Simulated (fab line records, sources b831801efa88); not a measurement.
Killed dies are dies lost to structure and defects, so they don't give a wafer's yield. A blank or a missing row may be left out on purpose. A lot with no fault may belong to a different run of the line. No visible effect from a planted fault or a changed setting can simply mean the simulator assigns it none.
fab line records | flow gf180mcu
record lots=6 | wafers=18 | last_day=34
route steps=602 shown DUAL_GATE@152 POLY_GATE@157
lots that met no fault: from a run of the same line without faults
start_h: start of the lot's first displayed wafer, in hours after the record's first day | wait_h: how many hours have passed since the lot's step before this one | " identical to the entry in the row above | L1.1+2: a single row standing in for several wafers | - no value, or no start was given | * or withheld: withheld | < > ~ a bound
route shown NAME@n: NAME is a module with steps in the file, n the number in the route of the first one | usual: mean/standard deviation of fault-free wafers | same: alike in all rows | chamber/n: place in a boat | sites: each site's reading | _std_site: the standard deviation of these | _edge_site: outer sites' mean less inner sites' | radius_mm: for every site, how far away it sits from the centre of the wafer | mask NAME#n: copy n | behind: the tool/chamber that last shaped the wafer | hold: reason for holding the lot/hours on hold/outcome of the hold | device: whichever transistor did not switch (one of n, p or np) | end of line: the same wafers' tests at the end of the route | for a step that has no rows: nothing shown but its recipe | killed: not the wafer's yield, but the dies lost to structure and defects at the first sort | map: per-die view of a wafer (x killed, . not killed, _ where there is no die)
set.NAME: the setting the step ran with; set.NAME@STEP: the setting that earlier step ran with | model.NAME: the simulator's own value behind a step, which no gauge read
lots at selected steps of the route; one table per step, one row per wafer
services: a tool's chamber out of use, with start hour (start_h, from the record's first day; less than 0 if before it), hours out, and reason
## steps
# step GF_DUAL_GATE_OVL_MEAS_11
# usual DUAL_GATE_OVL=0.1/1.1
lot.wafer | tool       | chamber | start_h | wait_h | DUAL_GATE_OVL[nm]
L123.2    | overlay-02 | -       | 183.58  | 0.1    | 0.7
L123.3    | "          | -       | "       | "      | -1.0
L123.4    | "          | -       | "       | "      | 0.5
L129.1    | overlay-01 | -       | 222.57  | 0.1    | -0.4
L129.3    | "          | -       | "       | "      | 1.6
L129.4    | "          | -       | "       | "      | 0.4
L133.1    | overlay-01 | -       | 254.60  | 0.1    | -0.6
L133.2    | "          | -       | "       | "      | -1.0
L133.5    | "          | -       | "       | "      | -1.3
L134.1    | overlay-01 | -       | 266.35  | 0.1    | 0.1
L134.3    | "          | -       | "       | "      | -0.8
L134.5    | "          | -       | "       | "      | 0.7
L136.1    | overlay-02 | -       | 279.55  | 0.1    | 0.5
L136.2    | "          | -       | "       | "      | -2.6
L136.3    | "          | -       | "       | "      | 0.4
L145.2    | overlay-01 | -       | 343.82  | 0.1    | 0.9
L145.3    | "          | -       | "       | "      | 0.1
L145.6    | "          | -       | "       | "      | 2.3
# step GF_DUAL_GATE_WET_ETCH_12
# recipe chemistry=dHF | target_depth_nm=13 | dry=n2_spin | target=SiO2 | temp_c=25 | dilution=100:1 | time_s=260
# step GF_DUAL_GATE_STRIP_13
# recipe chemistry=O2/N2 | power_w=1400 | pressure_mtorr=1500 | platen_temp_c=250 | o2_flow_sccm=3000 | n2_flow_sccm=300 | overash_fraction=0.5
# usual chamber_pressure_mTorr=1499.7/1.4 | drypump_motor_current_A=6.0/0.44 | heater_power_w=331/39 | oes_product_au=0.716/0.0046 | strip_time_to_endpoint_s=12.65/0.035
lot.wafer | tool            | chamber | start_h | wait_h | chamber_pressure_mTorr | drypump_motor_current_A | heater_power_w | oes_product_au | rf_hours_counter_h | strip_time_to_endpoint_s
L123.2    | plasma_asher-01 | 1       | 183.69  | 0.0    | 1500.1                 | 5.9                     | 279            | 0.711          | 47                 | 12.64
L123.3    | "               | 0       | "       | "      | 1497.9                 | 6.2                     | 382            | 0.724          | -                  | 12.64
L123.4    | "               | 1       | "       | "      | 1496.8                 | 5.9                     | 276            | 0.710          | -                  | 12.64
L129.1    | plasma_asher-02 | 0       | 222.69  | 0.0    | 1502.5                 | 5.0                     | 305            | 0.707          | 11                 | 12.61
L129.3    | "               | 0       | "       | "      | 1499.0                 | 5.0                     | 316            | 0.711          | -                  | 12.61
L129.4    | "               | 1       | "       | "      | 1501.4                 | 5.8                     | 329            | 0.718          | -                  | 12.64
L133.1    | plasma_asher-04 | 0       | 254.72  | 0.0    | 1499.9                 | 6.2                     | 322            | 0.717          | 47                 | 12.67
L133.2    | "               | 1       | "       | "      | 1500.8                 | 6.5                     | 368            | 0.711          | 47                 | 12.65
L133.5    | "               | 0       | "       | "      | 1500.7                 | 6.2                     | 317            | 0.714          | -                  | 12.66
L134.1    | plasma_asher-01 | 0       | 266.47  | 0.0    | 1500.0                 | 6.2                     | 389            | 0.717          | 55                 | 12.61
L134.3    | "               | 0       | "       | "      | 1498.9                 | 6.2                     | 385            | 0.716          | -                  | 12.61
L134.5    | "               | 1       | "       | "      | 1500.2                 | 5.9                     | 280            | 0.719          | -                  | 12.64
L136.1    | plasma_asher-01 | 1       | 279.68  | 0.0    | 1499.9                 | 5.9                     | 274            | 0.719          | 56                 | 12.61
L136.2    | "               | 0       | "       | "      | 1497.5                 | 6.2                     | 386            | 0.716          | 56                 | 12.65
L136.3    | "               | 1       | "       | "      | 1498.0                 | 5.9                     | 279            | 0.710          | -                  | 12.64
L145.2    | plasma_asher-02 | 1       | 343.93  | 0.0    | 1498.9                 | 5.8                     | 320            | 0.709          | 22                 | 12.70
L145.3    | "               | 0       | "       | "      | 1499.0                 | 5.0                     | 300            | 0.713          | -                  | 12.69
L145.6    | "               | 1       | "       | "      | 1499.7                 | 5.8                     | 329            | 0.715          | -                  | 12.71
# step GF_DUAL_GATE_CLEAN_14
# recipe chemistry=SC1/SC2 | mix=1:4:20 | temp_c=70 | time_s=150 | dry=n2_spin
# step GF_DUAL_GATE_OXIDATION_15
# recipe temp_c=850 | ambient=O2 | stabilise_s=600 | purge_s=300 | target_thk_a=70.98 | ox_time_s=1995
# step GF_POLY_GATE_CVD_00
# recipe material=poly-Si | target_thk_nm=200 | temp_c=620 | time_s=1200 | pressure_mtorr=200
# step GF_POLY_GATE_THK_MEAS_01
# recipe reads=poly-Si_of_POLY_GATE_CVD_00
# usual POLY_GATE_CVD_00_THK=199.5/2.3
lot.wafer | tool          | chamber | start_h | wait_h | POLY_GATE_CVD_00_THK[nm]
L123.2    | film_metro-02 | -       | 186.74  | 0.0    | 199.9
L123.3    | "             | -       | "       | "      | 199.9
L123.4    | "             | -       | "       | "      | 199.2
L129.1    | film_metro-02 | -       | 225.74  | 0.0    | 202.5
L129.3    | "             | -       | "       | "      | 202.3
L129.4    | "             | -       | "       | "      | 201.9
L133.1    | film_metro-04 | -       | 258.60  | 0.0    | 197.4
L133.2    | "             | -       | "       | "      | 197.1
L133.5    | "             | -       | "       | "      | 198.2
L134.1    | film_metro-04 | -       | 270.80  | 0.0    | 199.7
L134.3    | "             | -       | "       | "      | 199.0
L134.5    | "             | -       | "       | "      | 199.8
L136.1    | film_metro-02 | -       | 283.08  | 0.1    | 201.2
L136.2    | "             | -       | "       | "      | 200.0
L136.3    | "             | -       | "       | "      | 201.5
L145.2    | film_metro-04 | -       | 347.03  | 0.0    | 200.3
L145.3    | "             | -       | "       | "      | 200.4
L145.6    | "             | -       | "       | "      | 202.0
# step GF_POLY_GATE_DEHYDRATE_02
# recipe temp_c=200 | time_s=60
# step GF_POLY_GATE_HMDS_03
# recipe prime_time_s=60 | prime_temp_c=120
# step GF_POLY_GATE_COAT_04
# recipe resist=BARC | temp_c=withheld | time_s=withheld | spin_rpm=withheld | resist_thk_nm=withheld
# step GF_POLY_GATE_COAT_05
# recipe resist=KrF | spin_rpm=withheld | resist_thk_nm=700
# step GF_POLY_GATE_SOFTBAKE_06
# recipe temp_c=130 | time_s=60 | resist=KrF
# step GF_POLY_GATE_EXPOSE_07
# recipe mask_id=Poly2 | target_cd_nm=280 | na=0.68 | source_shape=conventional | sigma_outer=0.6 | dose_mj=28
# usual exposure_dose_mJ_cm2=27.977/0.027 | focus_offset_nm=-0.1/0.51
lot.wafer | tool           | chamber | start_h | wait_h | mask    | exposure_dose_mJ_cm2 | focus_offset_nm
L123.2    | krf_scanner-02 | 0       | 195.35  | -      | Poly2#0 | 27.906               | -0.6
L123.3    | "              | 0       | "       | "      | Poly2#0 | 27.948               | -0.4
L123.4    | "              | 0       | "       | "      | Poly2#0 | 27.943               | 0.5
L129.1    | krf_scanner-02 | 0       | 234.98  | -      | Poly2#0 | 28.013               | -0.2
L129.3    | "              | 0       | "       | "      | Poly2#0 | 27.989               | -0.1
L129.4    | "              | 0       | "       | "      | Poly2#0 | 27.993               | 0.3
L133.1    | krf_scanner-02 | -       | 267.95  | -      | Poly2#0 | -                    | -
L133.2    | "              | -       | "       | "      | Poly2#0 | -                    | -
L133.5    | "              | -       | "       | "      | Poly2#0 | -                    | -
L134.1    | krf_scanner-02 | -       | 277.70  | -      | Poly2#0 | -                    | -
L134.3    | "              | -       | "       | "      | Poly2#0 | -                    | -
L134.5    | "              | -       | "       | "      | Poly2#0 | -                    | -
L136.1    | krf_scanner-02 | 0       | 293.58  | -      | Poly2#0 | 28.026               | 0.1
L136.2    | "              | 0       | "       | "      | Poly2#0 | 27.984               | -0.1
L136.3    | "              | 0       | "       | "      | Poly2#0 | 27.978               | 0.2
L145.2    | krf_scanner-02 | 0       | 357.67  | -      | Poly2#0 | 27.988               | -0.3
L145.3    | "              | 0       | "       | "      | Poly2#0 | 28.009               | -0.4
L145.6    | "              | 0       | "       | "      | Poly2#0 | 28.001               | -0.8
# step GF_POLY_GATE_PEB_08
# recipe peb_temp_c=135 | peb_time_s=90 | resist=KrF
## services
tool            | chamber | start_h | hours | kind
krf_scanner-02  | 0       | 179.20  | -     | calibration
plasma_asher-04 | -       | 194.47  | 1.8   | repair
krf_scanner-02  | -       | 197.19  | 4.0   | pm
krf_scanner-02  | -       | 203.81  | 4.4   | pm
plasma_asher-01 | -       | 215.44  | 5.7   | repair
krf_scanner-02  | -       | 218.36  | 1.0   | pm
plasma_asher-04 | -       | 252.45  | 1.4   | repair
krf_scanner-02  | -       | 273.97  | 0.8   | pm
krf_scanner-02  | -       | 280.52  | 0.8   | pm
krf_scanner-02  | -       | 287.83  | 1.3   | pm
plasma_asher-02 | -       | 288.82  | 4.3   | repair
krf_scanner-02  | -       | 308.81  | 3.6   | pm
krf_scanner-02  | -       | 325.17  | 0.3   | repair
krf_scanner-02  | 0       | 348.75  | -     | calibration
## key
first_sign step=GF_POLY_GATE_EXPOSE_07 | reading=tool_record | direction=missing
effect none on later readings
met_at GF_POLY_GATE_EXPOSE_07
struck_wafers L133.1,L133.2,L133.5,L134.1,L134.3,L134.5
later_rows_left_out L133.1,L133.2,L133.5,L134.1,L134.3,L134.5
sort_left_out L133.1,L133.2,L133.5,L134.1,L134.3,L134.5
tester_left_out L133,L134
onset_between 234.98 267.95
fault kind=skipped_step_whole | tool=krf_scanner-02 | chamber=- | onset_h=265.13 | steps=GF_POLY_GATE_EXPOSE_07 | scope=struck_lots_only
# tester_left_out: of these lots the tester's yield and bins aren't shown, on N5 and GAA mostly nor the transistor test; their killed dies are dies lost to structure and defects alone, not to doping, threshold or leakage, so they don't give the yield
# sort_left_out: the simulated sort isn't trusted on such a fault, so these wafers' sort isn't shown, and their yield isn't known
# later_rows_left_out: the simulator's readings of these wafers behind a module that went badly wrong aren't trusted and aren't shown, but for the sort
